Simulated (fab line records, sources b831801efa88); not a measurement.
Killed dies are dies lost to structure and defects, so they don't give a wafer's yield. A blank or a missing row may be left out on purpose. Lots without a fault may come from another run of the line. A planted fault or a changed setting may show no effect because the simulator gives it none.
A struck lot beside a sound one | flow sky130 | 19 steps out of a route of 708
Sound: wafers L496.3, L496.4, L496.6. Struck: wafers L501.3, L501.4, L501.6. The cause comes at the end.
At each step with rows: each side's tool, then ch and its chambers, then its first start. Under that, the readings that differ: sound wafers | struck wafers | difference of the means | sigmas: that difference in standard deviations of wafers without a fault.
alike: readings whose means differ by less than 2 such deviations, and words and numbers that are the same on both sides. not compared: withheld readings, readings that some wafer has no value for, bounds like >300 that may hide the same value, and numbers for which the record gives no deviation and whose values overlap.
The two part at a step that has a row with sigmas, a row that says differs or no value, or rows on one side only. Numbers that don't overlap but have no deviation are shown without sigmas and don't part them. A reading that every wafer of one side lacks parts them only if that side has two wafers or more.

first, 3 steps without rows for these wafers: SKY_POLY_CUT_EXPOSE_05 (exposes mask NPCM, target cd 270 nm); SKY_POLY_CUT_PEB_06; SKY_POLY_CUT_DEVELOP_07 (develop time 60 s).
SKY_POLY_CUT_CD_MEAS_08: target cd 270 nm.
  sound on cd_sem-02, day 28 07:12; struck on cd_sem-02, day 29 10:06
  reading    | sound             | struck            | difference | sigmas
  cd_nm (nm) | 267.5 267.1 267.1 | 270.2 268.9 270.6 | +2.7       | +2
SKY_POLY_CUT_OVL_MEAS_09:
  sound on overlay-02, day 28 07:17; struck on overlay-02, day 29 10:11
  alike: POLY_CUT_OVL
SKY_POLY_CUT_ETCH_10: etches BARC in N2/H2, stops on SiO2, time 45.9 s, target depth 60 nm.
  sound on rie_diel-04 ch 0,3, day 28 07:19; struck on rie_diel-01 ch 0,2,3, day 29 10:13
  alike: drypump_motor_current_A, oes_product_au, throttle_valve_pct
  not compared: rf_hours_counter_h
SKY_POLY_CUT_ETCH_11: etches Si3N4 in CF4/CH2F2/Ar, stops on poly-Si, time 42.5 s, target depth 60 nm.
  sound on rie_diel-04 ch 0,3, day 28 07:22; struck on rie_diel-01 ch 0,2,3, day 29 10:16
  alike: cf4_flow_sccm, ch2f2_flow_sccm, drypump_motor_current_A, oes_product_au, throttle_valve_pct
  not compared: rf_hours_counter_h
SKY_POLY_CUT_STRIP_12: strips in O2/N2.
  sound on plasma_asher-04 ch 0,1, day 28 07:26; struck on plasma_asher-04 ch 0,1, day 29 10:20
  alike: drypump_motor_current_A, o2_flow_sccm, oes_product_au, strip_time_to_endpoint_s
  not compared: rf_hours_counter_h
then, 4 steps without rows for these wafers: SKY_SD_P_DEHYDRATE_00 (time 60 s); SKY_SD_P_HMDS_01 (prime time 60 s); SKY_SD_P_COAT_02 (resist thk 1140 nm); SKY_SD_P_SOFTBAKE_03 (time 60 s).
SKY_SD_P_EXPOSE_04: exposes mask PSDM, target cd 380 nm.
  sound on iline_stepper-02 ch 0, day 28 22:21; struck on iline_stepper-02 ch 0, day 30 00:44
  reading                      | sound                   | struck            | difference | sigmas
  model.SD_P.overlay_x_nm (nm) | 0.02044 0.02044 0.02044 | 73.75 73.75 73.75 | +73.73     |
  alike: mask
then, 2 steps without rows for these wafers: SKY_SD_P_PEB_05; SKY_SD_P_DEVELOP_06 (develop time 60 s).
SKY_SD_P_CD_MEAS_07: target cd 380 nm.
  sound on cd_sem-02, day 29 11:10; struck on cd_sem-02, day 30 14:02
  alike: cd_nm
SKY_SD_P_OVL_MEAS_08:
  sound on overlay-01, day 29 11:16; struck on overlay-02, day 30 14:08
  reading       | sound         | struck         | difference | sigmas
  SD_P_OVL (nm) | -2.3 -1.0 0.1 | 73.4 73.8 72.6 | +74.3      | +46
then, 1 step without rows for these wafers: SKY_SD_P_IMPLANT_09.
-- the record jumps here: 19 days lie between the struck wafers' starts before and after (it left off in module SD_P and takes up again in module PAD_OPEN, whose first step shown is number 708 of the route) --
SKY_PAD_OPEN_PROBE_99:
  sound on prober-02, day 48 17:23; struck on prober-01, day 49 13:46
  reading            | sound    | struck   | difference | sigmas
  killed_at_M0_to_M3 | 50 48 53 | 35 32 24 | -20        | -3
  alike: killed_at_M4_up, killed_at_contacts, killed_at_front_end, killed_at_other, killed_dies, killed_open, killed_short

WHERE THEY PART
First at SKY_POLY_CUT_CD_MEAS_08; last, within this record, at SKY_PAD_OPEN_PROBE_99.

WHY: what the simulator had put in
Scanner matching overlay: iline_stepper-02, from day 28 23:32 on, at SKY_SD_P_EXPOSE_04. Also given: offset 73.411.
